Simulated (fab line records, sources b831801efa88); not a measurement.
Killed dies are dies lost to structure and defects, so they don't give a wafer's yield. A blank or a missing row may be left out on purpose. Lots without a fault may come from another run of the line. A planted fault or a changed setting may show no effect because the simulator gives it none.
Which tool did it? | flow sfq_line | 15 lots, 45 wafers sampled, at 3 steps of a route of 325

WHAT THE GAUGES READ, wafer by wafer
SFQ_L0_RS_MEAS_901: measures by four-point-probe.
lot  | measured    | on            | L0_MONX_KI_RS (ohm/sq)
L975 | day 1 12:35 | film_metro-01 | 43.3 43.1 43.5
L977 | day 1 22:34 | film_metro-04 | 44.3 44.1 43.6
L978 | day 2 03:35 | film_metro-01 | 43.4 43.2 43.4
L979 | day 2 08:37 | film_metro-01 | 43.0 42.7 43.0
L980 | day 2 13:35 | film_metro-04 | 43.7 43.8 43.9
L984 | day 3 09:36 | film_metro-04 | - - -
L985 | day 3 14:35 | film_metro-02 | - - -
L986 | day 3 19:37 | film_metro-02 | - - -
L990 | day 4 15:36 | film_metro-01 | 44.0 43.9 43.6
L991 | day 4 20:34 | film_metro-01 | 44.4 44.3 43.9
L992 | day 5 01:35 | film_metro-04 | 43.4 43.4 43.0
L993 | day 5 06:36 | film_metro-04 | 43.0 43.7 43.5
L996 | day 5 21:35 | film_metro-02 | 43.1 43.1 43.2
L997 | day 6 02:35 | film_metro-02 | 43.9 43.7 44.1
L998 | day 6 07:34 | film_metro-04 | 44.0 44.0 43.9

SFQ_L0_THK_MEAS_902: measures by xrf.
lot  | measured    | on            | L0_MONX_KI_THK (nm)
L975 | day 1 12:41 | film_metro-01 | 39.7 39.9 39.4
L977 | day 1 22:41 | film_metro-04 | 39.1 39.2 39.8
L978 | day 2 03:41 | film_metro-01 | 39.9 39.9 39.7
L979 | day 2 08:43 | film_metro-01 | 40.1 40.0 40.2
L980 | day 2 13:41 | film_metro-04 | 39.7 39.3 39.2
L984 | day 3 09:42 | film_metro-04 | <0.0 <0.0 <0.0
L985 | day 3 14:41 | film_metro-02 | <0.0 <0.0 <0.0
L986 | day 3 19:43 | film_metro-02 | <0.0 <0.0 <0.0
L990 | day 4 15:42 | film_metro-01 | 39.2 39.5 39.6
L991 | day 4 20:41 | film_metro-01 | 38.8 38.8 39.3
L992 | day 5 01:41 | film_metro-04 | 40.0 39.8 40.2
L993 | day 5 06:42 | film_metro-04 | 40.1 39.7 39.8
L996 | day 5 21:41 | film_metro-02 | 40.1 39.7 40.0
L997 | day 6 02:41 | film_metro-02 | 39.2 39.6 39.0
L998 | day 6 07:41 | film_metro-04 | 39.3 39.3 39.5

WHICH TOOL RAN EACH LOT (tool, then ch and the chambers of the sampled wafers, then the start)
lot  | SFQ_TRILAYER_L0_DEP_SPUTTER_003
L975 | pvd_sputter-04, day 1 12:29
L977 | pvd_sputter-03, day 1 22:29
L978 | pvd_sputter-03, day 2 03:29
L979 | pvd_sputter-03, day 2 08:29
L980 | pvd_sputter-04, day 2 13:29
L984 | pvd_sputter-04, day 3 09:29
L985 | pvd_sputter-03, day 3 14:29
L986 | pvd_sputter-04, day 3 19:29
L990 | pvd_sputter-05, day 4 15:29
L991 | pvd_sputter-03, day 4 20:29
L992 | pvd_sputter-03, day 5 01:29
L993 | pvd_sputter-04, day 5 06:29
L996 | pvd_sputter-05, day 5 21:29
L997 | pvd_sputter-03, day 6 02:29
L998 | pvd_sputter-05, day 6 07:29
- SFQ_TRILAYER_L0_DEP_SPUTTER_003: material MoNx KI, target thk 40 nm, time 100 s.

WHAT THE TOOLS THEMSELVES READ (means of the sampled wafers that have a number; where no wafer has one, the mark that the record gives instead)
SFQ_TRILAYER_L0_DEP_SPUTTER_003.
lot  | tool           | base_pressure_pa (Pa) | cathode_dc_power_W (W) | throttle_valve_pct (%)
L975 | pvd_sputter-04 | 1.36e-06              | 799.98                 | 30.2
L977 | pvd_sputter-03 | 1.36e-06              | 799.82                 | 30.3
L978 | pvd_sputter-03 | 1.37e-06              | 799.99                 | 30.7
L979 | pvd_sputter-03 | 1.29e-06              | 799.97                 | 30.9
L980 | pvd_sputter-04 | 1.28e-06              | 799.97                 | 31.3
L984 | pvd_sputter-04 | -                     | -                      | -
L985 | pvd_sputter-03 | -                     | -                      | -
L986 | pvd_sputter-04 | -                     | -                      | -
L990 | pvd_sputter-05 | 1.38e-06              | 799.82                 | 29.7
L991 | pvd_sputter-03 | 1.39e-06              | 799.85                 | 31.1
L992 | pvd_sputter-03 | 1.22e-06              | 799.94                 | 31.2
L993 | pvd_sputter-04 | 1.28e-06              | 800.07                 | 31.5
L996 | pvd_sputter-05 | 1.37e-06              | 799.89                 | 30.4
L997 | pvd_sputter-03 | 1.35e-06              | 799.87                 | 30.7
L998 | pvd_sputter-05 | 1.31e-06              | 800.21                 | 31.0

THE ANSWER, worked out from the rows above alone
Rule: what is usual is taken from the lots themselves. Put in order of their means at a reading, lots are off if they are a third of the lots or fewer, leave a main group of 4 or more, and stand apart from it by a gap of 3 or more times the standard deviation of the main group's means; of several such gaps the widest counts. A main group whose means are all the same, to the digits that the tables above print for the reading, isn't used. A lot without any number at a reading at which 4 lots or more have one is off too. The other lots that the step has rows for count as sound. The gauges are gone through in route order, then the tools' own readings, and for those a lot's mean is taken as printed above. The first step at which some lot is off is used, and at that step the reading that is off furthest; a lot without a number counts as furthest.
Off: L984, L985, L986, at SFQ_L0_RS_MEAS_901 (L0_MONX_KI_RS). Without a number there: L984, L985, L986. The main group: mean 43.6 ohm/sq, standard deviation 0.39.
A tool fits if, at a process step before that reading, it ran every lot that is off, and no sound lot after the first of them. The gauges at SFQ_L0_RS_MEAS_901 aren't tried: what is off there is off at SFQ_TRILAYER_L0_DEP_SPUTTER_003 too, on other tools, and a gauge's error can't cause that. None of those tried fits.

WHAT THE SIMULATOR HAD PUT IN
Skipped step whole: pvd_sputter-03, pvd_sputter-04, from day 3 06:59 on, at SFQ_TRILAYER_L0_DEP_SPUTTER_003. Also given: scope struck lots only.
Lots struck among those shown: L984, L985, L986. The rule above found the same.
